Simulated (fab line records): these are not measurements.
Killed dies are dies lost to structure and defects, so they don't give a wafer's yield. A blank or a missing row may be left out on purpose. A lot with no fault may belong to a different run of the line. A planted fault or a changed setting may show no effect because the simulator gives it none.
fab line records / flow sky130
[record] lots = 6 wafers = 18 last-day = 50
route steps=708 shown METAL2@503 VIA2@507 PAD_OPEN@708
lots that met no fault: taken from a fault-free run of the same line
start-h: hours from the record's opening day to when the first of the lot's shown wafers began / wait-h: hours elapsed since this lot's preceding step / " unchanged from the row above / L1.1+2: several wafers, shown together as one row / - either no value or no given start / * or withheld: withheld / < > ~ a bound
route shown NAME@n: a module of which the file shows steps, and the number in the route of the first / usual: mean/standard deviation of fault-free wafers / same: alike in all rows / chamber/n: place in a boat / sites: per-site readings / _std_site: standard deviation of those values / _edge_site: outer sites' mean less inner sites' / radius-mm: how far each site lies from the wafer's centre / mask NAME#n: copy n / behind: tool/chamber where the wafer was last shaped / hold: reason for holding the lot/hours on hold/outcome of the hold / device: the transistor (n, p or np) that didn't switch / end of line: the route-end tests of the same wafers / for a step that has no rows: nothing shown but its recipe / killed: at the first sort, the dies lost to defects and structure; wafer yield is something else / map: per-die view of a wafer (x killed, . not killed, _ where there is no die)
set.NAME: the setting as run; set.NAME@STEP: as run at that earlier step / model.NAME: the simulator's own value behind a step, which no gauge read
certain route steps with their lots: each step a table, each wafer a row
services: from which hour (start-h, from the record's first day; less than 0 if before it) a tool's chamber was out of use, for how many hours, and why
[[steps]]
[step SKY_METAL2_STRIP_20]
[recipe] chemistry = O2/N2 power-w = 1400 pressure-mtorr = 1500 platen-temp-c = withheld o2-flow-sccm = 3000 n2-flow-sccm = 300 overash-fraction = 0.5
[usual] drypump-motor-current-A = 5.5/0.43 oes-product-au = 0.343/0.0048 strip-time-to-endpoint-s = 2.71/0.059
lot.wafer=L302.1 tool=plasma-asher-04 chamber=1 start-h=822.28 wait-h=0.1 drypump-motor-current-A=5.6 oes-product-au=0.341 rf-hours-counter-h=8 strip-time-to-endpoint-s=2.67
lot.wafer=L302.3 tool=plasma-asher-04 chamber=0 start-h=822.28 wait-h=0.1 drypump-motor-current-A=6.2 oes-product-au=0.338 rf-hours-counter-h=- strip-time-to-endpoint-s=2.67
lot.wafer=L302.6 tool=plasma-asher-04 chamber=1 start-h=822.28 wait-h=0.1 drypump-motor-current-A=5.6 oes-product-au=0.343 rf-hours-counter-h=- strip-time-to-endpoint-s=2.67
lot.wafer=L303.4 tool=plasma-asher-04 chamber=1 start-h=826.26 wait-h=0.1 drypump-motor-current-A=5.5 oes-product-au=0.345 rf-hours-counter-h=- strip-time-to-endpoint-s=2.70
lot.wafer=L303.5 tool=plasma-asher-04 chamber=0 start-h=826.26 wait-h=0.1 drypump-motor-current-A=6.2 oes-product-au=0.350 rf-hours-counter-h=- strip-time-to-endpoint-s=2.69
lot.wafer=L303.6 tool=plasma-asher-04 chamber=1 start-h=826.26 wait-h=0.1 drypump-motor-current-A=5.6 oes-product-au=0.341 rf-hours-counter-h=- strip-time-to-endpoint-s=2.64
lot.wafer=L315.2 tool=plasma-asher-01 chamber=1 start-h=925.58 wait-h=0.1 drypump-motor-current-A=6.2 oes-product-au=0.346 rf-hours-counter-h=80 strip-time-to-endpoint-s=2.74
lot.wafer=L315.4 tool=plasma-asher-01 chamber=0 start-h=925.58 wait-h=0.1 drypump-motor-current-A=5.4 oes-product-au=0.339 rf-hours-counter-h=- strip-time-to-endpoint-s=2.65
lot.wafer=L315.5 tool=plasma-asher-01 chamber=1 start-h=925.58 wait-h=0.1 drypump-motor-current-A=6.2 oes-product-au=0.346 rf-hours-counter-h=- strip-time-to-endpoint-s=2.65
lot.wafer=L317.2 tool=plasma-asher-01 chamber=1 start-h=952.73 wait-h=0.1 drypump-motor-current-A=6.2 oes-product-au=0.346 rf-hours-counter-h=83 strip-time-to-endpoint-s=2.68
lot.wafer=L317.3 tool=plasma-asher-01 chamber=0 start-h=952.73 wait-h=0.1 drypump-motor-current-A=5.4 oes-product-au=0.347 rf-hours-counter-h=- strip-time-to-endpoint-s=2.70
lot.wafer=L317.6 tool=plasma-asher-01 chamber=0 start-h=952.73 wait-h=0.1 drypump-motor-current-A=5.4 oes-product-au=0.345 rf-hours-counter-h=- strip-time-to-endpoint-s=2.70
lot.wafer=L322.1 tool=plasma-asher-04 chamber=0 start-h=968.53 wait-h=0.1 drypump-motor-current-A=6.2 oes-product-au=0.341 rf-hours-counter-h=22 strip-time-to-endpoint-s=2.74
lot.wafer=L322.2 tool=plasma-asher-04 chamber=1 start-h=968.53 wait-h=0.1 drypump-motor-current-A=5.5 oes-product-au=0.348 rf-hours-counter-h=22 strip-time-to-endpoint-s=2.79
lot.wafer=L322.4 tool=plasma-asher-04 chamber=0 start-h=968.53 wait-h=0.1 drypump-motor-current-A=6.2 oes-product-au=0.348 rf-hours-counter-h=- strip-time-to-endpoint-s=2.80
lot.wafer=L324.4 tool=plasma-asher-02 chamber=0 start-h=988.07 wait-h=0.1 drypump-motor-current-A=5.2 oes-product-au=0.340 rf-hours-counter-h=- strip-time-to-endpoint-s=2.80
lot.wafer=L324.5 tool=plasma-asher-02 chamber=1 start-h=988.07 wait-h=0.1 drypump-motor-current-A=5.2 oes-product-au=0.343 rf-hours-counter-h=- strip-time-to-endpoint-s=2.74
lot.wafer=L324.6 tool=plasma-asher-02 chamber=0 start-h=988.07 wait-h=0.1 drypump-motor-current-A=5.2 oes-product-au=0.343 rf-hours-counter-h=- strip-time-to-endpoint-s=2.81
[step SKY_METAL2_STRIP_21]
[recipe] chemistry = post-etch-residue-remover time-s = 1200 temp-c = 72.5
[step SKY_METAL2_CLEAN_22]
[recipe] chemistry = IPA time-s = 180 temp-c = 25
[step SKY_METAL2_CLEAN_23]
[recipe] chemistry = O3/DIW dry = n2-spin
[step SKY_VIA2_HDPCVD_00]
[recipe] material = SiO2 target-thk-nm = 1180 sigma-open-frac = 0.3 time-s = 196.7 temp-c = 400 sih4-flow-sccm = 60 pressure-mtorr = 6
[step SKY_VIA2_THK_MEAS_01]
[recipe] reads = SiO2_of_VIA2_HDPCVD_00
[usual] VIA2_HDPCVD_THK = 1179/13
lot.wafer=L302.1 tool=film-metro-01 chamber=- start-h=823.01 wait-h=0.1 VIA2_HDPCVD_THK[nm]=1170
lot.wafer=L302.3 tool=film-metro-01 chamber=- start-h=823.01 wait-h=0.1 VIA2_HDPCVD_THK[nm]=1186
lot.wafer=L302.6 tool=film-metro-01 chamber=- start-h=823.01 wait-h=0.1 VIA2_HDPCVD_THK[nm]=1179
lot.wafer=L303.4 tool=film-metro-01 chamber=- start-h=826.98 wait-h=0.0 VIA2_HDPCVD_THK[nm]=1181
lot.wafer=L303.5 tool=film-metro-01 chamber=- start-h=826.98 wait-h=0.0 VIA2_HDPCVD_THK[nm]=1171
lot.wafer=L303.6 tool=film-metro-01 chamber=- start-h=826.98 wait-h=0.0 VIA2_HDPCVD_THK[nm]=1180
lot.wafer=L315.2 tool=film-metro-04 chamber=- start-h=926.32 wait-h=0.1 VIA2_HDPCVD_THK[nm]=1194
lot.wafer=L315.4 tool=film-metro-04 chamber=- start-h=926.32 wait-h=0.1 VIA2_HDPCVD_THK[nm]=1193
lot.wafer=L315.5 tool=film-metro-04 chamber=- start-h=926.32 wait-h=0.1 VIA2_HDPCVD_THK[nm]=1198
lot.wafer=L317.2 tool=film-metro-01 chamber=- start-h=953.61 wait-h=0.1 VIA2_HDPCVD_THK[nm]=1173
lot.wafer=L317.3 tool=film-metro-01 chamber=- start-h=953.61 wait-h=0.1 VIA2_HDPCVD_THK[nm]=1175
lot.wafer=L317.6 tool=film-metro-01 chamber=- start-h=953.61 wait-h=0.1 VIA2_HDPCVD_THK[nm]=1166
lot.wafer=L322.1 tool=film-metro-04 chamber=- start-h=969.25 wait-h=0.1 VIA2_HDPCVD_THK[nm]=1170
lot.wafer=L322.2 tool=film-metro-04 chamber=- start-h=969.25 wait-h=0.1 VIA2_HDPCVD_THK[nm]=1170
lot.wafer=L322.4 tool=film-metro-04 chamber=- start-h=969.25 wait-h=0.1 VIA2_HDPCVD_THK[nm]=1162
lot.wafer=L324.4 tool=film-metro-02 chamber=- start-h=988.78 wait-h=0.0 VIA2_HDPCVD_THK[nm]=1172
lot.wafer=L324.5 tool=film-metro-02 chamber=- start-h=988.78 wait-h=0.0 VIA2_HDPCVD_THK[nm]=1162
lot.wafer=L324.6 tool=film-metro-02 chamber=- start-h=988.78 wait-h=0.0 VIA2_HDPCVD_THK[nm]=1166
[step SKY_VIA2_CMP_02]
[recipe] material = SiO2 down-force-psi = 4 platen-rpm = 58.52 pad-velocity-m-s = 0.94248
[usual] motor-current-A = 11.0/1.1
lot.wafer=L302.3 tool=cmp-01 chamber=0 start-h=823.07 wait-h=0.0 motor-current-A=10.5
lot.wafer=L302.1 tool=cmp-01 chamber=3 start-h=823.07 wait-h=0.0 motor-current-A=9.6
lot.wafer=L302.6 tool=cmp-01 chamber=0 start-h=823.07 wait-h=0.0 motor-current-A=10.4
lot.wafer=L303.4 tool=cmp-01 chamber=3 start-h=827.11 wait-h=0.1 motor-current-A=9.6
lot.wafer=L303.6 tool=cmp-01 chamber=1 start-h=827.11 wait-h=0.1 motor-current-A=12.7
lot.wafer=L303.5 tool=cmp-01 chamber=2 start-h=827.11 wait-h=0.1 motor-current-A=11.4
lot.wafer=L315.4 tool=cmp-02 chamber=2 start-h=926.42 wait-h=0.1 motor-current-A=11.8
lot.wafer=L315.2 tool=cmp-02 chamber=0 start-h=926.42 wait-h=0.1 motor-current-A=11.0
lot.wafer=L315.5 tool=cmp-02 chamber=2 start-h=926.42 wait-h=0.1 motor-current-A=12.7
lot.wafer=L317.3 tool=cmp-01 chamber=0 start-h=953.71 wait-h=0.1 motor-current-A=9.8
lot.wafer=L317.2 tool=cmp-01 chamber=1 start-h=953.71 wait-h=0.1 motor-current-A=11.9
lot.wafer=L317.6 tool=cmp-01 chamber=0 start-h=953.71 wait-h=0.1 motor-current-A=9.9
lot.wafer=L322.1 tool=cmp-01 chamber=2 start-h=969.48 wait-h=0.2 motor-current-A=11.2
lot.wafer=L322.2 tool=cmp-01 chamber=3 start-h=969.48 wait-h=0.2 motor-current-A=9.8
lot.wafer=L322.4 tool=cmp-01 chamber=0 start-h=969.48 wait-h=0.2 motor-current-A=10.5
lot.wafer=L324.4 tool=cmp-02 chamber=0 start-h=988.81 wait-h=0.0 motor-current-A=11.0
lot.wafer=L324.6 tool=cmp-02 chamber=0 start-h=988.81 wait-h=0.0 motor-current-A=10.8
lot.wafer=L324.5 tool=cmp-02 chamber=1 start-h=988.81 wait-h=0.0 motor-current-A=12.2
[step SKY_VIA2_BOW_MEAS_03]
[recipe] mode = bow
[usual] VIA2_BOW = 87/7.1
lot.wafer=L302.1 tool=film-metro-02 chamber=- start-h=823.37 wait-h=0.1 VIA2_BOW[um]=88
lot.wafer=L302.3 tool=film-metro-02 chamber=- start-h=823.37 wait-h=0.1 VIA2_BOW[um]=80
lot.wafer=L302.6 tool=film-metro-02 chamber=- start-h=823.37 wait-h=0.1 VIA2_BOW[um]=75
lot.wafer=L303.4 tool=film-metro-04 chamber=- start-h=827.37 wait-h=0.2 VIA2_BOW[um]=91
lot.wafer=L303.5 tool=film-metro-04 chamber=- start-h=827.37 wait-h=0.2 VIA2_BOW[um]=76
lot.wafer=L303.6 tool=film-metro-04 chamber=- start-h=827.37 wait-h=0.2 VIA2_BOW[um]=95
lot.wafer=L315.2 tool=film-metro-02 chamber=- start-h=926.69 wait-h=0.1 VIA2_BOW[um]=100
lot.wafer=L315.4 tool=film-metro-02 chamber=- start-h=926.69 wait-h=0.1 VIA2_BOW[um]=94
lot.wafer=L315.5 tool=film-metro-02 chamber=- start-h=926.69 wait-h=0.1 VIA2_BOW[um]=84
lot.wafer=L317.2 tool=film-metro-04 chamber=- start-h=953.98 wait-h=0.2 VIA2_BOW[um]=93
lot.wafer=L317.3 tool=film-metro-04 chamber=- start-h=953.98 wait-h=0.2 VIA2_BOW[um]=75
lot.wafer=L317.6 tool=film-metro-04 chamber=- start-h=953.98 wait-h=0.2 VIA2_BOW[um]=78
lot.wafer=L322.1 tool=film-metro-01 chamber=- start-h=969.78 wait-h=0.2 VIA2_BOW[um]=87
lot.wafer=L322.2 tool=film-metro-01 chamber=- start-h=969.78 wait-h=0.2 VIA2_BOW[um]=85
lot.wafer=L322.4 tool=film-metro-01 chamber=- start-h=969.78 wait-h=0.2 VIA2_BOW[um]=83
lot.wafer=L324.4 tool=film-metro-04 chamber=- start-h=989.17 wait-h=0.3 VIA2_BOW[um]=93
lot.wafer=L324.5 tool=film-metro-04 chamber=- start-h=989.17 wait-h=0.3 VIA2_BOW[um]=83
lot.wafer=L324.6 tool=film-metro-04 chamber=- start-h=989.17 wait-h=0.3 VIA2_BOW[um]=78
[step SKY_VIA2_DEHYDRATE_04]
[recipe] temp-c = 200 time-s = 60
[step SKY_VIA2_HMDS_05]
[recipe] prime-time-s = 60 prime-temp-c = 120
[step SKY_VIA2_COAT_06]
[recipe] resist = BARC temp-c = withheld time-s = withheld spin-rpm = 3000 resist-thk-nm = 60
[step SKY_VIA2_COAT_07]
[recipe] resist = KrF-thick spin-rpm = 3000 resist-thk-nm = 450
[step SKY_VIA2_SOFTBAKE_08]
[recipe] temp-c = 100 time-s = 90 resist = KrF-thick
[usual] heater-power-total-W = 57.36/0.11 run-length-s = 119.26/0.17
lot.wafer=L302.1 tool=litho-track-02 chamber=0 start-h=837 wait-h=- heater-power-total-W=57.38 run-length-s=119.03
lot.wafer=L302.3 tool=litho-track-02 chamber=0 start-h=837 wait-h=- heater-power-total-W=57.23 run-length-s=119.02
lot.wafer=L302.6 tool=litho-track-02 chamber=0 start-h=837 wait-h=- heater-power-total-W=57.42 run-length-s=119.48
lot.wafer=L303.4 tool=litho-track-02 chamber=0 start-h=840 wait-h=- heater-power-total-W=57.31 run-length-s=119.11
lot.wafer=L303.5 tool=litho-track-02 chamber=0 start-h=840 wait-h=- heater-power-total-W=57.40 run-length-s=119.21
lot.wafer=L303.6 tool=litho-track-02 chamber=0 start-h=840 wait-h=- heater-power-total-W=57.26 run-length-s=119.29
lot.wafer=L315.2 tool=litho-track-02 chamber=0 start-h=938 wait-h=- heater-power-total-W=59.17 run-length-s=111.66
lot.wafer=L315.4 tool=litho-track-02 chamber=0 start-h=938 wait-h=- heater-power-total-W=59.23 run-length-s=111.48
lot.wafer=L315.5 tool=litho-track-02 chamber=0 start-h=939 wait-h=- heater-power-total-W=59.26 run-length-s=111.57
lot.wafer=L317.2 tool=litho-track-02 chamber=0 start-h=965 wait-h=- heater-power-total-W=59.00 run-length-s=111.57
lot.wafer=L317.3 tool=litho-track-02 chamber=0 start-h=965 wait-h=- heater-power-total-W=58.97 run-length-s=111.54
lot.wafer=L317.6 tool=litho-track-02 chamber=0 start-h=965 wait-h=- heater-power-total-W=59.15 run-length-s=111.44
lot.wafer=L322.1 tool=litho-track-01 chamber=0 start-h=982 wait-h=- heater-power-total-W=57.43 run-length-s=119.30
lot.wafer=L322.2 tool=litho-track-01 chamber=0 start-h=982 wait-h=- heater-power-total-W=57.20 run-length-s=119.40
lot.wafer=L322.4 tool=litho-track-01 chamber=0 start-h=982 wait-h=- heater-power-total-W=57.26 run-length-s=119.25
lot.wafer=L324.4 tool=litho-track-01 chamber=0 start-h=1000 wait-h=- heater-power-total-W=57.40 run-length-s=119.34
lot.wafer=L324.5 tool=litho-track-01 chamber=0 start-h=1000 wait-h=- heater-power-total-W=57.28 run-length-s=119.40
lot.wafer=L324.6 tool=litho-track-01 chamber=0 start-h=1000 wait-h=- heater-power-total-W=57.33 run-length-s=119.33
[step SKY_VIA2_EXPOSE_09]
[recipe] mask-id = VIM2 na = 0.8 source-shape = annular sigma-inner = 0.55 sigma-outer = 0.85 target-cd-nm = 200 dose-mj = 38
[step SKY_PAD_OPEN_PROBE_99]
[usual] killed_at_M0_to_M3 = 43/7.7 killed_at_M4_up = 3.4/1.9 killed-at-contacts = 25/5.6 killed-at-front-end = 14/4.3 killed-at-other = 0.2/0.5 killed-dies = 86/10 killed-open = 47/7.2 killed-short = 39/6.7
[same] gross-dies = 492 killed-at-back-side = 0
lot.wafer=L302.1 tool=prober-02 chamber=- start-h=1078.15 wait-h=0.1 killed_at_M0_to_M3=42 killed_at_M4_up=3 killed-at-contacts=28 killed-at-front-end=14 killed-at-other=0 killed-dies=87 killed-open=45 killed-short=42
lot.wafer=L302.3 tool=prober-02 chamber=- start-h=1078.25 wait-h=0.2 killed_at_M0_to_M3=51 killed_at_M4_up=3 killed-at-contacts=29 killed-at-front-end=15 killed-at-other=0 killed-dies=98 killed-open=54 killed-short=44
lot.wafer=L302.6 tool=prober-02 chamber=- start-h=1078.40 wait-h=0.2 killed_at_M0_to_M3=41 killed_at_M4_up=5 killed-at-contacts=30 killed-at-front-end=9 killed-at-other=0 killed-dies=85 killed-open=47 killed-short=38
lot.wafer=L303.4 tool=prober-01 chamber=- start-h=1079.29 wait-h=0.2 killed_at_M0_to_M3=37 killed_at_M4_up=1 killed-at-contacts=26 killed-at-front-end=19 killed-at-other=0 killed-dies=83 killed-open=54 killed-short=29
lot.wafer=L303.5 tool=prober-01 chamber=- start-h=1079.34 wait-h=0.2 killed_at_M0_to_M3=30 killed_at_M4_up=2 killed-at-contacts=30 killed-at-front-end=16 killed-at-other=1 killed-dies=79 killed-open=39 killed-short=40
lot.wafer=L303.6 tool=prober-01 chamber=- start-h=1079.39 wait-h=0.2 killed_at_M0_to_M3=46 killed_at_M4_up=2 killed-at-contacts=22 killed-at-front-end=14 killed-at-other=1 killed-dies=85 killed-open=44 killed-short=41
lot.wafer=L317.2 tool=prober-02 chamber=- start-h=1174.95 wait-h=0.1 killed_at_M0_to_M3=59 killed_at_M4_up=6 killed-at-contacts=24 killed-at-front-end=15 killed-at-other=0 killed-dies=104 killed-open=49 killed-short=55
lot.wafer=L317.3 tool=prober-02 chamber=- start-h=1175.00 wait-h=0.2 killed_at_M0_to_M3=50 killed_at_M4_up=2 killed-at-contacts=22 killed-at-front-end=20 killed-at-other=0 killed-dies=94 killed-open=54 killed-short=40
lot.wafer=L317.6 tool=prober-02 chamber=- start-h=1175.15 wait-h=0.2 killed_at_M0_to_M3=49 killed_at_M4_up=0 killed-at-contacts=28 killed-at-front-end=11 killed-at-other=1 killed-dies=89 killed-open=50 killed-short=39
lot.wafer=L322.1 tool=prober-02 chamber=- start-h=1189.35 wait-h=0.1 killed_at_M0_to_M3=50 killed_at_M4_up=5 killed-at-contacts=28 killed-at-front-end=12 killed-at-other=0 killed-dies=95 killed-open=47 killed-short=48
lot.wafer=L322.2 tool=prober-02 chamber=- start-h=1189.40 wait-h=0.1 killed_at_M0_to_M3=45 killed_at_M4_up=2 killed-at-contacts=29 killed-at-front-end=11 killed-at-other=0 killed-dies=87 killed-open=46 killed-short=41
lot.wafer=L322.4 tool=prober-02 chamber=- start-h=1189.50 wait-h=0.2 killed_at_M0_to_M3=48 killed_at_M4_up=5 killed-at-contacts=26 killed-at-front-end=8 killed-at-other=1 killed-dies=88 killed-open=46 killed-short=42
lot.wafer=L324.4 tool=prober-02 chamber=- start-h=1200.56 wait-h=0.2 killed_at_M0_to_M3=49 killed_at_M4_up=4 killed-at-contacts=23 killed-at-front-end=12 killed-at-other=0 killed-dies=88 killed-open=47 killed-short=41
lot.wafer=L324.5 tool=prober-02 chamber=- start-h=1200.61 wait-h=0.2 killed_at_M0_to_M3=47 killed_at_M4_up=6 killed-at-contacts=17 killed-at-front-end=19 killed-at-other=0 killed-dies=89 killed-open=46 killed-short=43
lot.wafer=L324.6 tool=prober-02 chamber=- start-h=1200.66 wait-h=0.2 killed_at_M0_to_M3=44 killed_at_M4_up=4 killed-at-contacts=16 killed-at-front-end=11 killed-at-other=0 killed-dies=75 killed-open=43 killed-short=32
// killed by level:class
L302.1 CONTACT:geometric-particle:short=9 CONTACT:geometric-particle:open=9 VIA1:geometric-particle:open=9 VIA3:geometric-particle:open=7 VIA2:geometric-particle:open=6 VIA1:geometric-particle:short=6 METAL1:geometric-particle:short=4 POLY_GATE:geometric-particle:short=4
L302.3 CONTACT:geometric-particle:open=12 VIA1:geometric-particle:open=11 VIA3:geometric-particle:open=9 LI_CONTACT:geometric-particle:open=6 METAL2:geometric-particle:short=6 VIA2:geometric-particle:open=6 CONTACT:geometric-particle:short=5 METAL1:geometric-particle:short=5
L302.6 CONTACT:geometric-particle:open=13 VIA1:geometric-particle:open=9 LI_CONTACT:geometric-particle:open=6 POLY_GATE:geometric-particle:open=5 VIA2:geometric-particle:open=5 METAL1:geometric-particle:short=5 METAL2:geometric-particle:short=5 VIA2:geometric-particle:short=5
L303.4 LI_CONTACT:geometric-particle:open=11 FIELD_ISO:geometric-particle:open=8 CONTACT:geometric-particle:open=8 VIA1:geometric-particle:open=8 VIA3:geometric-particle:open=7 METAL1:geometric-particle:short=6 POLY_GATE:geometric-particle:open=4 METAL2:geometric-particle:short=4
L303.5 CONTACT:geometric-particle:open=9 CONTACT:geometric-particle:short=7 METAL2:geometric-particle:short=7 LI_CONTACT:geometric-particle:open=6 VIA2:geometric-particle:open=5 VIA3:geometric-particle:short=4 LOCAL_INTERCONNECT:geometric-particle:short=4 FIELD_ISO:geometric-particle:short=3
L303.6 VIA1:geometric-particle:open=11 METAL2:geometric-particle:short=8 LI_CONTACT:geometric-particle:open=6 CONTACT:geometric-particle:open=6 VIA3:geometric-particle:open=6 METAL1:geometric-particle:short=5 FIELD_ISO:geometric-particle:open=4 LOCAL_INTERCONNECT:geometric-particle:short=4
L317.2 VIA1:geometric-particle:open=14 METAL2:geometric-particle:short=11 CONTACT:geometric-particle:open=7 METAL1:geometric-particle:short=7 CONTACT:geometric-particle:short=6 FIELD_ISO:geometric-particle:open=5 METAL4:geometric-particle:short=5 LI_CONTACT:geometric-particle:open=5
L317.3 VIA1:geometric-particle:open=15 CONTACT:geometric-particle:open=8 METAL2:geometric-particle:short=8 VIA1:geometric-particle:short=7 VIA2:geometric-particle:open=7 FIELD_ISO:geometric-particle:open=6 POLY_GATE:geometric-particle:short=6 VIA3:geometric-particle:open=6
L317.6 CONTACT:geometric-particle:open=16 VIA1:geometric-particle:open=9 VIA3:geometric-particle:open=7 CONTACT:geometric-particle:short=6 VIA2:geometric-particle:short=5 VIA2:geometric-particle:open=5 METAL3:geometric-particle:short=5 METAL2:geometric-particle:short=5
L322.1 VIA1:geometric-particle:open=12 CONTACT:geometric-particle:open=12 CONTACT:geometric-particle:short=9 VIA1:geometric-particle:short=8 VIA2:geometric-particle:short=8 METAL2:geometric-particle:short=6 FIELD_ISO:geometric-particle:open=5 VIA2:geometric-particle:open=4
L322.2 VIA1:geometric-particle:open=11 CONTACT:geometric-particle:open=10 LI_CONTACT:geometric-particle:open=8 VIA2:geometric-particle:open=7 METAL2:geometric-particle:short=6 VIA2:geometric-particle:short=6 LOCAL_INTERCONNECT:geometric-particle:short=5 METAL1:geometric-particle:short=5
L322.4 VIA1:geometric-particle:open=10 CONTACT:geometric-particle:open=9 CONTACT:geometric-particle:short=8 VIA2:geometric-particle:open=8 VIA3:geometric-particle:open=7 VIA1:geometric-particle:short=5 VIA2:geometric-particle:short=4 FIELD_ISO:geometric-particle:open=3
L324.4 CONTACT:geometric-particle:open=10 VIA1:geometric-particle:open=9 METAL1:geometric-particle:short=8 METAL2:geometric-particle:short=7 VIA3:geometric-particle:open=7 VIA2:geometric-particle:open=6 CONTACT:geometric-particle:short=5 SPACER:geometric-particle:open=4
L324.5 METAL2:geometric-particle:short=12 VIA1:geometric-particle:open=9 METAL1:geometric-particle:short=8 VIA3:geometric-particle:open=7 CONTACT:geometric-particle:open=6 FIELD_ISO:geometric-particle:open=5 FIELD_ISO:geometric-particle:short=4 POLY_GATE:geometric-particle:open=4
L324.6 VIA2:geometric-particle:open=11 FIELD_ISO:geometric-particle:open=5 CONTACT:geometric-particle:open=5 VIA1:geometric-particle:open=5 METAL2:geometric-particle:short=5 METAL3:geometric-particle:short=5 LI_CONTACT:geometric-particle:open=4 VIA3:geometric-particle:open=4
[[services]]
tool=plasma-asher-01 chamber=- start-h=811.63 hours=5.2 kind=repair
tool=cmp-02 chamber=- start-h=812.85 hours=1.7 kind=repair
tool=plasma-asher-01 chamber=- start-h=813.31 hours=1.7 kind=repair
tool=cmp-02 chamber=- start-h=814.53 hours=3.2 kind=pm
tool=cmp-02 chamber=- start-h=819.42 hours=8.4 kind=pm
tool=cmp-01 chamber=- start-h=832.54 hours=1.8 kind=repair
tool=cmp-01 chamber=- start-h=837.20 hours=4.2 kind=pm
tool=plasma-asher-04 chamber=- start-h=855.27 hours=1.1 kind=repair
tool=cmp-01 chamber=- start-h=895.81 hours=3.2 kind=repair
tool=cmp-01 chamber=- start-h=906.08 hours=2.2 kind=repair
tool=plasma-asher-02 chamber=- start-h=908.55 hours=1.2 kind=repair
tool=cmp-01 chamber=- start-h=912.00 hours=4.0 kind=pm
tool=cmp-02 chamber=- start-h=913.09 hours=3.3 kind=repair
tool=cmp-01 chamber=- start-h=916.00 hours=- kind=consumable-replace:conditioner
tool=cmp-01 chamber=- start-h=916.00 hours=- kind=consumable-replace:pad
tool=cmp-02 chamber=- start-h=919.54 hours=1.3 kind=repair
tool=cmp-02 chamber=- start-h=957.48 hours=1.2 kind=repair
tool=cmp-02 chamber=- start-h=960.74 hours=21.9 kind=repair
[[key]]
[first-sign] step = SKY_VIA2_SOFTBAKE_08 reading = run-length-s direction = down sigmas = 45 usual = * struck = *
[effect] step = SKY_VIA2_SOFTBAKE_08 reading = heater-power-total-W direction = up sigmas = 16 usual = * struck = *
met-at SKY_VIA2_SOFTBAKE_08
struck-wafers L315.2,L315.4,L315.5,L317.2,L317.3,L317.6
tester-left-out L315
onset-between 840 938
[earlier-fault] kind = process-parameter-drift tool = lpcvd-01 chamber = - onset-h = 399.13 steps = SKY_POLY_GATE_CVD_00 channel = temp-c offset = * shape = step end-h = 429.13 stated = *
[fault] kind = process-parameter-drift tool = litho-track-02 chamber = - onset-h = 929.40 steps = SKY_VIA2_SOFTBAKE_08 channel = time-s offset = * shape = step end-h = 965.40 acts-in = * stated = *
// tester-left-out: of these lots the tester's yield and bins aren't shown, on N5 and GAA mostly nor the transistor test; their killed dies are dies lost to structure and defects alone, not to doping, threshold or leakage, so they don't give the yield
